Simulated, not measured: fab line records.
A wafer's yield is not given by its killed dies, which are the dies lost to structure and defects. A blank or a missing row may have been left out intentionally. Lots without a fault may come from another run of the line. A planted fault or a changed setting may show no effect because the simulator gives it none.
A struck lot beside a sound one + flow gf180mcu + 19 steps out of a route of 602
Sound: these wafers, L816.1, L816.2, L816.5. Struck: wafers L809.4, L809.5. (L809.2 of the same lot was not struck and is left out.) The cause comes at the end.
For every step that has rows: the tool of each side, followed by ch and its chambers, followed by its first start. Under that, the readings that differ: sound wafers + struck wafers + difference of the means + sigmas: that difference in standard deviations of wafers without a fault.
alike: same words and numbers on both sides, and readings whose means sit less than 2 such deviations apart. not compared: any withheld reading, any reading some wafer has no value for, any bound like >300 that may hide the same value, and any number with overlapping values for which the record gives no deviation.
Wherever a step has rows on one side only, a row that says differs or no value, or a row with sigmas, the two part there. Non-overlapping numbers with no deviation appear without sigmas and do not part them. Lack of a reading on every wafer of one side parts them only where that side has two or more wafers.

first, 1 step without rows for these wafers: GF_CONTACT_CMP_27 (polishes, stops on SiO2, t overpolish 15 s, target thk 0 nm).
GF_M1_SPUTTER_00: material Ti, target thk 37.5 nm, time 150 s.
  sound: pvd sputter-02 at day 21 20:06; struck: pvd sputter-01 at day 19 09:51
  alike: throttle valve pct
GF_M1_SPUTTER_01: material TiN, target thk 30 nm, time 25 s.
  sound: pvd sputter-02 at day 21 20:12; struck: pvd sputter-01 at day 19 09:57
  alike: throttle valve pct
then, 1 step without rows for these wafers: GF_M1_SPUTTER_02 (material AlCu, target thk 450 nm, time 23.9 s).
GF_M1_SPUTTER_03: material Ti, target thk 10 nm, time 6.7 s.
  sound: pvd sputter-02 at day 21 20:16; struck: pvd sputter-01 at day 19 10:01
  alike: throttle valve pct
GF_M1_SPUTTER_04: material TiN, target thk 50 nm, time 41.7 s.
  sound: pvd sputter-02 at day 21 20:17; struck: pvd sputter-01 at day 19 10:02
  alike: throttle valve pct
GF_M1_RS_MEAS_05: a four-point-probe measurement.
  sound: film metro-04 at day 21 20:19; struck: film metro-04 at day 19 10:06
  alike: M1_ALCU_RS
GF_M1_THK_MEAS_06: measures by xrf.
  sound: film metro-04 at day 21 20:26; struck: film metro-04 at day 19 10:13
  alike: M1_ALCU_THK
then, 4 steps without rows for these wafers: GF_M1_DEHYDRATE_07 (time 60 s); GF_M1_HMDS_08 (prime time 60 s); GF_M1_COAT_09 (resist thk 1000 nm); GF_M1_SOFTBAKE_10 (time 60 s).
GF_M1_EXPOSE_11: exposes mask Metal1, target cd 230 nm.
  sound on krf scanner-02 ch 0, day 22 08:44; struck on krf scanner-02 ch 0, day 19 22:12
  alike: mask
then, 2 steps without rows for these wafers: GF_M1_PEB_12 (peb time 90 s); GF_M1_DEVELOP_13 (develop time 60 s).
GF_M1_CD_MEAS_14: target cd 230 nm.
  sound: cd sem-01 at day 22 19:54; struck: cd sem-02 at day 20 10:19
| reading    | sound             | struck      | difference | sigmas |
|------------|-------------------|-------------|------------|--------|
| cd nm (nm) | 229.5 229.7 229.9 | 179.7 179.4 | -50.1      | -51    |
GF_M1_OVL_MEAS_15:
  sound: overlay-01 at day 22 20:01; struck: overlay-02 at day 20 10:26
  alike: M1_OVL
GF_M1_METAL_ETCH_16: etches the open film in Cl2/BCl3, stops on SiO2, target depth 627.5 nm, time 104.6 s.
  sound on rie metal-03 ch 0,1, day 22 20:04; struck on rie metal-04 ch 0, day 20 10:29
| reading             | sound             | struck      | difference | sigmas |
|---------------------|-------------------|-------------|------------|--------|
| model.M1.cd nm (nm) | 227.6 225.9 226.2 | 178.3 178.6 | -48.1      |        |
  alike: bias w, drypump motor current A, oes product au, throttle valve pct
  not compared: rf hours counter h
GF_M1_STRIP_17: strips in O2/N2.
  sound on plasma asher-04 ch 0,1, day 22 20:10; struck on plasma asher-04 ch 0, day 20 10:41
  alike: drypump motor current A, heater power w, oes product au, strip time to endpoint s
  not compared: rf hours counter h

== WHERE THEY PART ==
GF_M1_CD_MEAS_14 only, going by this record. Later steps at which nothing parts them and some readings are alike: GF_M1_OVL_MEAS_15, GF_M1_METAL_ETCH_16, GF_M1_STRIP_17.

WHY: the cause the simulator had injected
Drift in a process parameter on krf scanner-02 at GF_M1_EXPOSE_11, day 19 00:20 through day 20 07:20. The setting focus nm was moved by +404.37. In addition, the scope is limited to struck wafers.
